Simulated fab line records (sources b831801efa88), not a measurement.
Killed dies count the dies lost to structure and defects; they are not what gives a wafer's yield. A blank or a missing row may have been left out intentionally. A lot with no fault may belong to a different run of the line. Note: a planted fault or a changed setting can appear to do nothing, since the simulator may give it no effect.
fab line records	flow sky130
record lots=11	wafers=33	last-day=50
route steps=708 shown VIA3@593 METAL4@602 CAP2M@606 PAD_OPEN@708
lots with no fault: from the same line, run without faults
start-h: the number of hours between the record's first day and the start of the first shown wafer of the lot	wait-h: hours elapsed since this lot's preceding step	" repeats the value in the row above	L1.1+2: a row that stands for several wafers	- no value, or no start was given	* or withheld: withheld	< > ~ a bound
route shown NAME@n: a module of which the file shows steps, and the number in the route of the first	usual: mean/standard deviation of fault-free wafers	same: alike in all rows	chamber/n: place in a boat	sites: the reading at each site	_std_site: the standard deviation of these	_edge_site: mean of outer sites minus mean of inner sites	radius-mm: how far each site lies from the wafer's centre	mask NAME#n: copy n	behind: the last tool/chamber to shape the wafer	hold: cause of the lot's hold/its duration in hours/its outcome	device: which transistor (n, p or np) failed to switch	end of line: the tests these same wafers got at the end of their route	a step given without rows: its recipe and nothing more	killed: the dies lost at the first sort to structure and to defects; this is not the yield of the wafer	map: the dies of a wafer, with x for killed, . for not killed, _ for no die there
set.NAME: the setting that was run; set.NAME@STEP: the one run at that earlier step	model.NAME: the simulator's own value behind a step, which no gauge read
route steps across a sampled set of lots; one table per step, one row per wafer
services: a tool's chamber out of use, with start hour (start-h, from the record's first day; less than 0 if before it), hours out, and reason
## steps
# step SKY_VIA3_SPUTTER_20
# recipe material=TiN	target-thk-nm=20	chamber-pressure-pa=5	power-w=4000	time-s=80
# usual cathode-dc-power-W=4000.1/0.72	throttle-valve-pct=29.4/0.86
lot.wafer	tool	chamber	start-h	wait-h	cathode-dc-power-W	throttle-valve-pct
L524.1	pvd-sputter-02	-	941.63	0.0	3999.3	29.5
L524.3	"	-	"	"	3999.4	29.7
L524.6	"	-	"	"	4000.8	29.6
L526.2	pvd-sputter-04	-	943.93	0.0	3999.2	31.6
L526.4	"	-	"	"	3999.9	30.0
L526.5	"	-	"	"	4000.3	28.8
L529.4	pvd-sputter-02	-	962.98	0.0	4000.1	28.8
L529.5	"	-	"	"	3999.3	29.4
L529.6	"	-	"	"	4000.9	29.9
L531.1	pvd-sputter-03	-	977.10	0.0	3999.6	31.0
L531.2	"	-	"	"	4001.6	28.0
L531.3	"	-	"	"	3999.9	29.4
L532.2	pvd-sputter-02	-	985.74	0.0	4000.6	28.5
L532.5	"	-	"	"	4000.2	30.2
L532.6	"	-	"	"	4000.4	29.5
L534.2	pvd-sputter-03	-	998.75	0.0	4000.5	30.4
L534.5	"	-	"	"	3999.7	29.2
L534.6	"	-	"	"	3999.5	27.8
L537.2	pvd-sputter-02	-	1021.72	0.0	4000.4	29.2
L537.4	"	-	"	"	4000.1	29.2
L537.6	"	-	"	"	3999.4	28.5
L543.3	pvd-sputter-02	-	1060.54	0.0	4002.0	29.2
L543.5	"	-	"	"	4000.7	28.7
L543.6	"	-	"	"	3999.5	29.2
L545.1	pvd-sputter-03	-	1083.09	0.0	4000.1	27.7
L545.2	"	-	"	"	3997.6	29.2
L545.6	"	-	"	"	3999.8	29.2
L546.1	pvd-sputter-02	-	1083.52	0.0	4000.2	29.5
L546.4	"	-	"	"	4000.3	30.0
L546.6	"	-	"	"	3999.0	29.5
L547.3	pvd-sputter-02	-	1095.89	0.0	3999.7	29.7
L547.5	"	-	"	"	4000.0	29.8
L547.6	"	-	"	"	3999.7	29.6
# step SKY_VIA3_CVD_21
# recipe material=W	target-thk-nm=390	time-s=117.31	temp-c=400	pressure-torr=40
# usual heater-power-w=880/87
lot.wafer	tool	chamber	start-h	wait-h	heater-power-w
L524.1	cvd-w-02	1	941.70	0.0	866
L524.3	"	0	"	"	1013
L524.6	"	0	"	"	1016
L526.2	cvd-w-02	1	943.99	0.0	849
L526.4	"	1	"	"	844
L526.5	"	0	"	"	1017
L529.4	cvd-w-01	1	963.09	0.1	783
L529.5	"	1	"	"	777
L529.6	"	0	"	"	883
L531.1	cvd-w-01	1	977.16	0.0	771
L531.2	"	0	"	"	880
L531.3	"	0	"	"	894
L532.2	cvd-w-01	1	985.80	0.0	777
L532.5	"	1	"	"	769
L532.6	"	0	"	"	889
L534.2	cvd-w-01	1	998.81	0.0	769
L534.5	"	1	"	"	777
L534.6	"	0	"	"	879
L537.2	cvd-w-02	1	1021.78	0.0	859
L537.4	"	1	"	"	855
L537.6	"	1	"	"	841
L543.3	cvd-w-01	0	1060.64	0.1	884
L543.5	"	1	"	"	791
L543.6	"	0	"	"	900
L545.1	cvd-w-02	0	1083.15	0.0	1006
L545.2	"	1	"	"	866
L545.6	"	0	"	"	1035
L546.1	cvd-w-02	0	1083.59	0.0	1014
L546.4	"	1	"	"	843
L546.6	"	1	"	"	843
L547.3	cvd-w-02	1	1095.99	0.1	842
L547.5	"	1	"	"	850
L547.6	"	0	"	"	1019
# step SKY_VIA3_RS_MEAS_22
# recipe thk-meas-gauge=four-point-probe	reads=W_of_VIA3_CVD_21+TiN_of_VIA3_SPUTTER_20
# usual VIA3_W_RS=0.295/0.0045
lot.wafer	tool	chamber	start-h	wait-h	VIA3_W_RS[ohm/sq]
L524.1	film-metro-01	-	941.82	0.1	0.287
L524.3	"	-	"	"	0.296
L524.6	"	-	"	"	0.298
L526.2	film-metro-04	-	944.13	0.1	0.286
L526.4	"	-	"	"	0.288
L526.5	"	-	"	"	0.296
L529.4	film-metro-03	-	963.23	0.1	0.300
L529.5	"	-	"	"	0.301
L529.6	"	-	"	"	0.301
L531.1	film-metro-04	-	977.28	0.1	0.299
L531.2	"	-	"	"	0.295
L531.3	"	-	"	"	0.299
L532.2	film-metro-01	-	985.94	0.1	0.277
L532.5	"	-	"	"	0.277
L532.6	"	-	"	"	0.271
L534.2	film-metro-03	-	998.95	0.1	0.277
L534.5	"	-	"	"	0.277
L534.6	"	-	"	"	0.279
L537.2	film-metro-04	-	1021.92	0.1	0.288
L537.4	"	-	"	"	0.286
L537.6	"	-	"	"	0.287
L543.3	film-metro-04	-	1060.77	0.1	0.299
L543.5	"	-	"	"	0.297
L543.6	"	-	"	"	0.300
L545.1	film-metro-01	-	1083.27	0.1	0.300
L545.2	"	-	"	"	0.288
L545.6	"	-	"	"	0.296
L546.1	film-metro-03	-	1083.71	0.1	0.296
L546.4	"	-	"	"	0.290
L546.6	"	-	"	"	0.287
L547.3	film-metro-01	-	1096.12	0.1	0.291
L547.5	"	-	"	"	0.290
L547.6	"	-	"	"	0.298
# step SKY_VIA3_THK_MEAS_23
# recipe thk-meas-gauge=xrf	reads=W_of_VIA3_CVD_21
# usual VIA3_W_THK=388/9.1
lot.wafer	tool	chamber	start-h	wait-h	VIA3_W_THK[nm]
L524.1	film-metro-01	-	941.94	0.1	405
L524.3	"	-	"	"	391
L524.6	"	-	"	"	388
L526.2	film-metro-04	-	944.24	0.1	401
L526.4	"	-	"	"	400
L526.5	"	-	"	"	390
L529.4	film-metro-03	-	963.32	0.1	373
L529.5	"	-	"	"	372
L529.6	"	-	"	"	375
L531.1	film-metro-04	-	977.40	0.1	382
L531.2	"	-	"	"	388
L531.3	"	-	"	"	383
L532.2	film-metro-01	-	986.05	0.1	425
L532.5	"	-	"	"	422
L532.6	"	-	"	"	435
L534.2	film-metro-03	-	999.06	0.1	406
L534.5	"	-	"	"	404
L534.6	"	-	"	"	404
L537.2	film-metro-04	-	1022.03	0.1	403
L537.4	"	-	"	"	405
L537.6	"	-	"	"	395
L543.3	film-metro-04	-	1060.87	0.1	384
L543.5	"	-	"	"	391
L543.6	"	-	"	"	384
L545.1	film-metro-01	-	1083.39	0.1	380
L545.2	"	-	"	"	400
L545.6	"	-	"	"	387
L546.1	film-metro-03	-	1083.83	0.1	377
L546.4	"	-	"	"	391
L546.6	"	-	"	"	393
L547.3	film-metro-01	-	1096.22	0.1	396
L547.5	"	-	"	"	396
L547.6	"	-	"	"	385
# step SKY_METAL4_SPUTTER_04
# recipe material=TiN	target-thk-nm=70	power-w=6500	time-s=58.3	chamber-pressure-pa=0.4
# usual cathode-dc-power-W=6499.9/1.1	throttle-valve-pct=29.5/0.61
lot.wafer	tool	chamber	start-h	wait-h	cathode-dc-power-W	throttle-valve-pct
L524.1	pvd-sputter-01	-	942.50	0.0	6501.1	29.7
L524.3	"	-	"	"	6500.8	29.8
L524.6	"	-	"	"	6501.1	29.6
L526.2	pvd-sputter-01	-	944.70	0.0	6500.7	29.9
L526.4	"	-	"	"	6499.2	29.5
L526.5	"	-	"	"	6498.3	29.7
L529.4	pvd-sputter-01	-	963.75	0.0	6498.9	29.4
L529.5	"	-	"	"	6500.4	29.5
L529.6	"	-	"	"	6498.3	29.9
L531.1	pvd-sputter-02	-	977.87	0.0	6500.4	29.7
L531.2	"	-	"	"	6500.3	30.1
L531.3	"	-	"	"	6500.4	28.7
L532.2	pvd-sputter-01	-	986.51	0.0	6499.4	29.8
L532.5	"	-	"	"	6499.8	29.4
L532.6	"	-	"	"	6499.6	29.4
L534.2	pvd-sputter-03	-	999.53	0.0	6501.1	27.9
L534.5	"	-	"	"	6500.9	30.7
L534.6	"	-	"	"	6500.4	29.2
L537.2	pvd-sputter-01	-	1022.49	0.0	6499.7	29.6
L537.4	"	-	"	"	6499.2	29.6
L537.6	"	-	"	"	6499.9	29.7
L543.3	pvd-sputter-02	-	1061.89	0.0	6500.4	29.2
L543.5	"	-	"	"	6500.6	30.0
L543.6	"	-	"	"	6499.8	29.6
L545.1	pvd-sputter-02	-	1083.86	0.0	6500.5	29.5
L545.2	"	-	"	"	6498.9	29.6
L545.6	"	-	"	"	6499.1	29.9
L546.1	pvd-sputter-02	-	1084.29	0.0	6501.1	29.3
L546.4	"	-	"	"	6501.6	30.2
L546.6	"	-	"	"	6500.7	29.8
L547.3	pvd-sputter-02	-	1096.66	0.0	6499.8	30.0
L547.5	"	-	"	"	6499.4	30.2
L547.6	"	-	"	"	6499.4	28.4
# step SKY_CAP2M_RS_MEAS_03
# recipe thk-meas-gauge=four-point-probe	reads=TiN_of_CAP2M_SPUTTER_02
# usual CAP2M_TIN_RS=6.66/0.065
lot.wafer	tool	chamber	start-h	wait-h	CAP2M_TIN_RS[ohm/sq]
L524.1	film-metro-03	-	942.74	0.1	6.71
L524.3	"	-	"	"	6.58
L524.6	"	-	"	"	6.58
L526.2	film-metro-01	-	944.96	0.1	6.65
L526.4	"	-	"	"	6.71
L526.5	"	-	"	"	6.63
L529.4	film-metro-01	-	964.05	0.1	6.62
L529.5	"	-	"	"	6.64
L529.6	"	-	"	"	6.57
L531.1	film-metro-01	-	978.11	0.1	6.57
L531.2	"	-	"	"	6.74
L531.3	"	-	"	"	6.62
L532.2	film-metro-01	-	986.77	0.1	6.74
L532.5	"	-	"	"	6.77
L532.6	"	-	"	"	6.73
L534.2	film-metro-01	-	999.79	0.1	6.66
L534.5	"	-	"	"	6.61
L534.6	"	-	"	"	6.60
L537.2	film-metro-01	-	1022.75	0.1	6.60
L537.4	"	-	"	"	6.68
L537.6	"	-	"	"	6.60
L543.3	film-metro-02	-	1062.17	0.1	6.71
L543.5	"	-	"	"	6.72
L543.6	"	-	"	"	6.69
L545.1	film-metro-02	-	1084.10	0.1	6.55
L545.2	"	-	"	"	6.53
L545.6	"	-	"	"	6.56
L546.1	film-metro-01	-	1084.53	0.1	6.68
L546.4	"	-	"	"	6.74
L546.6	"	-	"	"	6.66
L547.3	film-metro-02	-	1096.94	0.1	6.63
L547.5	"	-	"	"	6.63
L547.6	"	-	"	"	6.68
# step SKY_PAD_OPEN_PROBE_99
# usual defect-limited-yield=82.5/1.8	killed_at_M0_to_M3=45/6.8	killed_at_M4_up=3.1/2	killed-at-contacts=23/5.2	killed-at-front-end=14/3.7	killed-at-other=0.3/0.61	killed-dies=86/9	killed-open=46/6.9	killed-short=39/6.4	sort_bin_3_pad_short=0.9/0.44	sort_bin_5_function=10.5/1.4	sort_bin_6_memory=6.1/1.1	sort-n-pass=406/9	sort-yield-pct=82.5/1.8
# same gross-dies=492	killed-at-back-side=0	sort_bin_4_leakage[%]=0	sort_bin_8_speed[%]=0
lot.wafer	tool	chamber	start-h	wait-h	defect-limited-yield[%]	killed_at_M0_to_M3	killed_at_M4_up	killed-at-contacts	killed-at-front-end	killed-at-other	killed-dies	killed-open	killed-short	sort_bin_3_pad_short[%]	sort_bin_5_function[%]	sort_bin_6_memory[%]	sort-n-pass	sort-yield-pct[%]
L524.1	prober-01	-	1085.43	0.1	85.2	31	3	23	16	0	73	41	32	0.2	9.1	5.5	419	85.2
L524.3	prober-01	-	1085.53	0.2	83.3	43	6	27	5	1	82	42	40	0.8	11.0	4.9	410	83.3
L524.6	prober-01	-	1085.68	0.2	83.5	39	1	30	10	1	81	43	38	0.4	10.0	6.1	411	83.5
L526.2	prober-01	-	1088.01	0.1	83.7	38	0	26	16	0	80	48	32	0.6	9.8	5.9	412	83.7
L526.4	prober-01	-	1088.11	0.2	81.7	50	6	18	16	0	90	41	48	1.6	10.6	6.1	402	81.7
L526.5	prober-01	-	1088.16	0.2	82.9	40	4	16	24	0	84	49	34	0.8	8.3	7.9	408	82.9
L529.4	prober-02	-	1103.92	0.2	83.9	36	6	24	13	0	79	44	35	1.0	10.4	4.7	413	83.9
L529.5	prober-02	-	1103.97	0.2	81.7	43	4	26	17	0	90	45	41	1.2	10.2	6.9	402	81.7
L529.6	prober-02	-	1104.02	0.2	77.6	58	6	28	18	0	110	65	44	1.0	13.6	7.7	382	77.6
L531.1	prober-02	-	1116.03	0.1	81.3	43	5	25	19	0	92	54	38	0.4	11.2	7.1	400	81.3
L531.2	prober-02	-	1116.08	0.1	83.7	46	0	24	10	0	80	50	30	0.4	11.0	4.9	412	83.7
L531.3	prober-02	-	1116.13	0.2	79.7	45	1	41	13	0	100	53	47	1.2	10.6	8.5	392	79.7
L532.2	prober-01	-	1120.86	0.1	84.6	37	5	26	8	0	76	42	34	0.2	9.1	6.1	416	84.6
L532.5	prober-01	-	1121.01	0.2	83.5	38	1	20	21	1	81	33	48	0.8	10.4	5.3	411	83.5
L532.6	prober-01	-	1121.06	0.2	83.1	42	0	28	13	0	83	40	43	1.2	9.1	6.5	409	83.1
L534.2	prober-01	-	1134.05	0.1	78.7	54	7	27	17	0	105	59	46	2.2	12.0	7.1	387	78.7
L534.5	prober-01	-	1134.20	0.2	83.3	42	3	23	14	0	82	39	43	1.0	10.0	5.7	410	83.3
L534.6	prober-01	-	1134.25	0.2	82.1	52	2	19	14	1	88	40	48	0.8	10.8	6.3	404	82.1
L537.2	prober-02	-	1151.41	0.1	79.7	57	0	28	15	0	100	49	49	1.2	11.6	7.5	392	79.7
L537.4	prober-02	-	1151.51	0.2	83.1	55	2	20	6	0	83	41	42	2.0	8.5	6.3	409	83.1
L537.6	prober-02	-	1151.61	0.2	84.8	39	3	21	11	1	75	41	32	0.6	9.6	5.1	417	84.8
L543.3	prober-02	-	1183.05	0.2	83.1	43	2	20	18	0	83	43	38	1.8	8.7	6.3	409	83.1
L543.5	prober-02	-	1183.15	0.2	81.9	49	4	21	15	0	89	40	49	0.6	10.2	7.3	403	81.9
L543.6	prober-02	-	1183.20	0.2	82.5	38	3	31	14	0	86	43	43	1.8	9.3	6.3	406	82.5
L546.1	prober-02	-	1199.06	0.1	80.7	55	8	16	14	2	95	46	46	1.0	11.0	7.3	397	80.7
L546.4	prober-02	-	1199.21	0.2	82.5	39	4	26	17	0	86	41	43	1.4	10.4	5.7	406	82.5
L546.6	prober-02	-	1199.31	0.2	81.1	49	6	25	13	0	93	48	43	0.6	12.4	5.9	399	81.1
L545.1	prober-01	-	1199.67	0.1	84.6	41	1	27	7	0	76	43	33	0.4	9.3	5.7	416	84.6
L545.2	prober-01	-	1199.72	0.1	85.8	36	2	16	16	0	70	35	35	0.6	9.3	4.3	422	85.8
L545.6	prober-01	-	1199.92	0.2	83.5	43	2	19	17	0	81	44	37	1.2	9.6	5.7	411	83.5
L547.3	prober-02	-	1209.21	0.2	78.7	56	1	29	19	0	105	61	43	0.2	15.2	5.9	387	78.7
L547.5	prober-02	-	1209.31	0.2	82.1	45	9	23	11	0	88	38	50	0.8	11.2	5.9	404	82.1
L547.6	prober-02	-	1209.36	0.2	84.8	41	2	17	15	0	75	36	38	0.2	10.8	4.3	417	84.8
# killed by level:class
L524.1 CONTACT:geometric-particle:open=8 LI_CONTACT:geometric-particle:open=6 VIA3:geometric-particle:open=6 FIELD_ISO:geometric-particle:open=5 POLY_GATE:geometric-particle:short=5 VIA1:geometric-particle:open=5 VIA2:geometric-particle:open=5 CONTACT:geometric-particle:short=4
L524.3 CONTACT:geometric-particle:open=11 VIA2:geometric-particle:open=7 VIA3:geometric-particle:open=7 VIA1:geometric-particle:open=6 METAL2:geometric-particle:short=6 LOCAL_INTERCONNECT:geometric-particle:short=5 CONTACT:geometric-particle:short=5 LI_CONTACT:geometric-particle:open=4
L524.6 LI_CONTACT:geometric-particle:open=8 VIA2:geometric-particle:open=8 CONTACT:geometric-particle:open=7 VIA1:geometric-particle:open=7 LOCAL_INTERCONNECT:geometric-particle:short=6 METAL1:geometric-particle:short=5 VIA3:geometric-particle:short=5 CONTACT:geometric-particle:short=4
L526.2 VIA2:geometric-particle:open=10 LI_CONTACT:geometric-particle:open=7 VIA1:geometric-particle:open=7 LOCAL_INTERCONNECT:geometric-particle:short=6 VIA3:geometric-particle:open=6 CONTACT:geometric-particle:short=6 POLY_GATE:geometric-particle:open=5 CONTACT:geometric-particle:open=5
L526.4 VIA1:geometric-particle:open=19 CONTACT:geometric-particle:short=8 POLY_GATE:geometric-particle:open=6 METAL1:geometric-particle:short=6 VIA2:geometric-particle:short=5 POLY_GATE:geometric-particle:short=4 LI_CONTACT:geometric-particle:open=4 VIA2:geometric-particle:open=4
L526.5 VIA1:geometric-particle:open=13 POLY_GATE:geometric-particle:open=6 METAL2:geometric-particle:short=6 FIELD_ISO:geometric-particle:open=5 CONTACT:geometric-particle:short=5 CONTACT:geometric-particle:open=5 VIA3:geometric-particle:open=5 POLY_GATE:geometric-particle:short=4
L529.4 VIA1:geometric-particle:open=10 CONTACT:geometric-particle:open=9 FIELD_ISO:geometric-particle:open=7 LI_CONTACT:geometric-particle:open=6 METAL1:geometric-particle:short=6 VIA2:geometric-particle:open=6 METAL4:geometric-particle:short=5 LOCAL_INTERCONNECT:geometric-particle:short=4
L529.5 VIA1:geometric-particle:open=11 CONTACT:geometric-particle:open=10 VIA1:geometric-particle:short=10 VIA2:geometric-particle:open=9 LI_CONTACT:geometric-particle:open=5 FIELD_ISO:geometric-particle:short=4 CONTACT:geometric-particle:short=4 LOCAL_INTERCONNECT:geometric-particle:short=4
L529.6 VIA2:geometric-particle:open=12 VIA1:geometric-particle:open=11 CONTACT:geometric-particle:open=10 LI_CONTACT:geometric-particle:open=9 VIA3:geometric-particle:open=8 METAL1:geometric-particle:short=7 VIA1:geometric-particle:short=7 METAL3:geometric-particle:short=5
L531.1 LI_CONTACT:geometric-particle:open=9 VIA1:geometric-particle:open=9 VIA3:geometric-particle:open=9 CONTACT:geometric-particle:open=8 FIELD_ISO:geometric-particle:open=7 METAL2:geometric-particle:short=6 SPACER:geometric-particle:open=5 METAL1:geometric-particle:short=5
L531.2 VIA2:geometric-particle:open=15 CONTACT:geometric-particle:open=8 VIA1:geometric-particle:open=8 FIELD_ISO:geometric-particle:short=5 LI_CONTACT:geometric-particle:open=5 LI_CONTACT:geometric-particle:short=5 VIA3:geometric-particle:open=5 METAL1:geometric-particle:short=4
L531.3 VIA1:geometric-particle:open=13 CONTACT:geometric-particle:open=13 LI_CONTACT:geometric-particle:short=9 LI_CONTACT:geometric-particle:open=9 LOCAL_INTERCONNECT:geometric-particle:short=8 VIA2:geometric-particle:open=7 METAL1:geometric-particle:short=6 SPACER:geometric-particle:short=4
L532.2 CONTACT:geometric-particle:open=9 VIA1:geometric-particle:open=8 LI_CONTACT:geometric-particle:open=7 VIA1:geometric-particle:short=7 FIELD_ISO:geometric-particle:open=6 METAL2:geometric-particle:short=6 VIA2:geometric-particle:open=5 LI_CONTACT:geometric-particle:short=4
L532.5 FIELD_ISO:geometric-particle:short=7 METAL1:geometric-particle:short=7 VIA1:geometric-particle:open=7 POLY_GATE:geometric-particle:short=5 LI_CONTACT:geometric-particle:open=5 CONTACT:geometric-particle:short=5 CONTACT:geometric-particle:open=4 VIA2:geometric-particle:short=4
L532.6 VIA1:geometric-particle:open=10 CONTACT:geometric-particle:short=9 VIA3:geometric-particle:short=7 LOCAL_INTERCONNECT:geometric-particle:short=7 VIA2:geometric-particle:open=6 LI_CONTACT:geometric-particle:open=6 POLY_GATE:geometric-particle:open=4 CONTACT:geometric-particle:open=4
L534.2 VIA1:geometric-particle:open=16 CONTACT:geometric-particle:open=9 VIA2:geometric-particle:open=9 LI_CONTACT:geometric-particle:open=7 POLY_GATE:geometric-particle:short=6 CONTACT:geometric-particle:short=6 VIA1:geometric-particle:short=6 METAL4:geometric-particle:short=5
L534.5 METAL2:geometric-particle:short=9 VIA1:geometric-particle:open=9 METAL1:geometric-particle:short=8 LI_CONTACT:geometric-particle:open=7 CONTACT:geometric-particle:open=6 FIELD_ISO:geometric-particle:open=5 LOCAL_INTERCONNECT:geometric-particle:short=4 CONTACT:geometric-particle:short=4
L534.6 METAL2:geometric-particle:short=14 VIA1:geometric-particle:open=10 LI_CONTACT:geometric-particle:open=7 METAL1:geometric-particle:short=7 CONTACT:geometric-particle:open=6 VIA2:geometric-particle:short=5 FIELD_ISO:geometric-particle:short=3 POLY_GATE:geometric-particle:short=3
L537.2 VIA1:geometric-particle:open=15 VIA1:geometric-particle:short=8 CONTACT:geometric-particle:open=7 POLY_GATE:geometric-particle:short=6 LI_CONTACT:geometric-particle:open=6 METAL2:geometric-particle:short=6 VIA2:geometric-particle:open=6 METAL1:geometric-particle:short=5
L537.4 VIA1:geometric-particle:open=10 VIA2:geometric-particle:open=9 VIA1:geometric-particle:short=7 CONTACT:geometric-particle:open=7 METAL1:geometric-particle:short=7 METAL3:geometric-particle:short=6 METAL2:geometric-particle:short=6 LI_CONTACT:geometric-particle:open=5
L537.6 CONTACT:geometric-particle:open=9 VIA1:geometric-particle:open=7 VIA3:geometric-particle:open=6 VIA2:geometric-particle:open=6 METAL2:geometric-particle:short=5 LOCAL_INTERCONNECT:geometric-particle:short=4 CONTACT:geometric-particle:short=4 VIA3:geometric-particle:short=4
L543.3 VIA1:geometric-particle:open=10 VIA1:geometric-particle:short=9 LI_CONTACT:geometric-particle:open=8 CONTACT:geometric-particle:open=7 METAL2:geometric-particle:short=6 VIA2:geometric-particle:open=5 METAL1:geometric-particle:short=4 METAL3:geometric-particle:short=4
L543.5 VIA1:geometric-particle:open=10 LI_CONTACT:geometric-particle:open=7 METAL1:geometric-particle:short=7 METAL2:geometric-particle:short=7 CONTACT:geometric-particle:short=6 FIELD_ISO:geometric-particle:open=5 VIA3:geometric-particle:short=5 VIA2:geometric-particle:open=5
L543.6 VIA1:geometric-particle:open=13 CONTACT:geometric-particle:open=10 CONTACT:geometric-particle:short=9 LI_CONTACT:geometric-particle:open=7 METAL1:geometric-particle:short=4 VIA2:geometric-particle:short=4 VIA3:geometric-particle:short=4 FIELD_ISO:geometric-particle:open=3
L546.1 VIA1:geometric-particle:open=17 METAL1:geometric-particle:short=7 POLY_GATE:geometric-particle:short=6 METAL2:geometric-particle:short=6 LI_CONTACT:geometric-particle:open=5 VIA3:geometric-particle:open=5 VIA3:geometric-particle:short=5 CONTACT:geometric-particle:open=4
L546.4 CONTACT:geometric-particle:open=9 VIA1:geometric-particle:short=8 METAL2:geometric-particle:short=8 LI_CONTACT:geometric-particle:open=7 VIA1:geometric-particle:open=5 FIELD_ISO:geometric-particle:short=4 POLY_GATE:geometric-particle:short=4 POLY_GATE:geometric-particle:open=4
L546.6 VIA1:geometric-particle:open=13 METAL1:geometric-particle:short=12 LI_CONTACT:geometric-particle:open=9 VIA2:geometric-particle:open=8 CONTACT:geometric-particle:open=7 CONTACT:geometric-particle:short=5 VIA1:geometric-particle:short=5 FIELD_ISO:geometric-particle:short=4
L545.1 CONTACT:geometric-particle:open=12 LI_CONTACT:geometric-particle:open=9 VIA1:geometric-particle:open=7 METAL1:geometric-particle:short=6 METAL2:geometric-particle:short=5 VIA3:geometric-particle:open=5 VIA2:geometric-particle:open=4 VIA2:geometric-particle:short=4
L545.2 VIA1:geometric-particle:open=11 POLY_GATE:geometric-particle:short=7 VIA2:geometric-particle:open=6 FIELD_ISO:geometric-particle:short=5 CONTACT:geometric-particle:open=5 METAL1:geometric-particle:short=5 VIA1:geometric-particle:short=5 FIELD_ISO:geometric-particle:open=3
L545.6 VIA1:geometric-particle:open=14 CONTACT:geometric-particle:open=7 METAL3:geometric-particle:short=6 FIELD_ISO:geometric-particle:open=5 LI_CONTACT:geometric-particle:open=5 VIA1:geometric-particle:short=5 FIELD_ISO:geometric-particle:short=4 POLY_GATE:geometric-particle:short=4
L547.3 VIA1:geometric-particle:open=11 LI_CONTACT:geometric-particle:open=11 CONTACT:geometric-particle:open=10 METAL2:geometric-particle:short=10 VIA2:geometric-particle:open=9 VIA3:geometric-particle:open=9 FIELD_ISO:geometric-particle:short=7 VIA3:geometric-particle:short=6
L547.5 VIA1:geometric-particle:open=12 VIA1:geometric-particle:short=8 METAL4:geometric-particle:short=8 CONTACT:geometric-particle:open=7 VIA3:geometric-particle:open=6 LOCAL_INTERCONNECT:geometric-particle:short=6 FIELD_ISO:geometric-particle:short=5 METAL2:geometric-particle:short=5
L547.6 VIA1:geometric-particle:open=11 CONTACT:geometric-particle:short=7 FIELD_ISO:geometric-particle:short=5 METAL1:geometric-particle:short=5 VIA2:geometric-particle:open=5 VIA3:geometric-particle:open=5 METAL2:geometric-particle:short=4 LI_CONTACT:geometric-particle:open=3
## services
tool	chamber	start-h	hours	kind
cvd-w-01	0	918.00	-	clean
cvd-w-01	1	918.00	-	clean
pvd-sputter-04	-	978.96	110.0	repair
pvd-sputter-02	2	1004.36	-	consumable-replace:kit
pvd-sputter-02	2	1004.36	18.0	scheduled-down
pvd-sputter-02	2	1004.36	18.0	vent-cycle
cvd-w-01	-	1011.15	6.9	pm
pvd-sputter-02	-	1025.53	7.7	repair
pvd-sputter-03	2	1044.50	-	consumable-replace:kit
pvd-sputter-03	2	1044.50	18.0	scheduled-down
pvd-sputter-03	2	1044.50	18.0	vent-cycle
pvd-sputter-01	0	1051.04	-	consumable-replace:kit
pvd-sputter-01	0	1051.04	18.0	scheduled-down
pvd-sputter-01	0	1051.04	18.0	vent-cycle
pvd-sputter-02	1	1063.59	-	consumable-replace:kit
pvd-sputter-02	1	1063.59	18.0	scheduled-down
pvd-sputter-02	1	1063.59	18.0	vent-cycle
pvd-sputter-01	-	1079.39	60.2	repair
pvd-sputter-02	0	1093.30	-	consumable-replace:kit
pvd-sputter-02	0	1093.30	18.0	scheduled-down
pvd-sputter-02	0	1093.30	18.0	vent-cycle
pvd-sputter-03	-	1095.39	6.2	repair
pvd-sputter-04	0	1095.45	-	consumable-replace:kit
pvd-sputter-04	0	1095.45	18.0	scheduled-down
## key
first-sign step=SKY_VIA3_RS_MEAS_22	reading=VIA3_W_RS	direction=down	sigmas=4.2	usual=0.295	struck=0.276
effect step=SKY_VIA3_THK_MEAS_23	reading=VIA3_W_THK	direction=up	sigmas=3	usual=388	struck=416
met-at SKY_VIA3_CVD_21
struck-lots L532,L534
not-acting-at SKY_VIA3_SPUTTER_20,SKY_METAL4_SPUTTER_04,SKY_CAP2M_RS_MEAS_03
onset-between 977.16 985.80
fault kind=process-parameter-drift	tool=cvd-w-01	chamber=-	onset-h=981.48	steps=SKY_VIA3_CVD_21	channel=target-thk-nm	offset=25.821	shape=step	end-h=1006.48	acts-in=these-recipes-only	stated=390
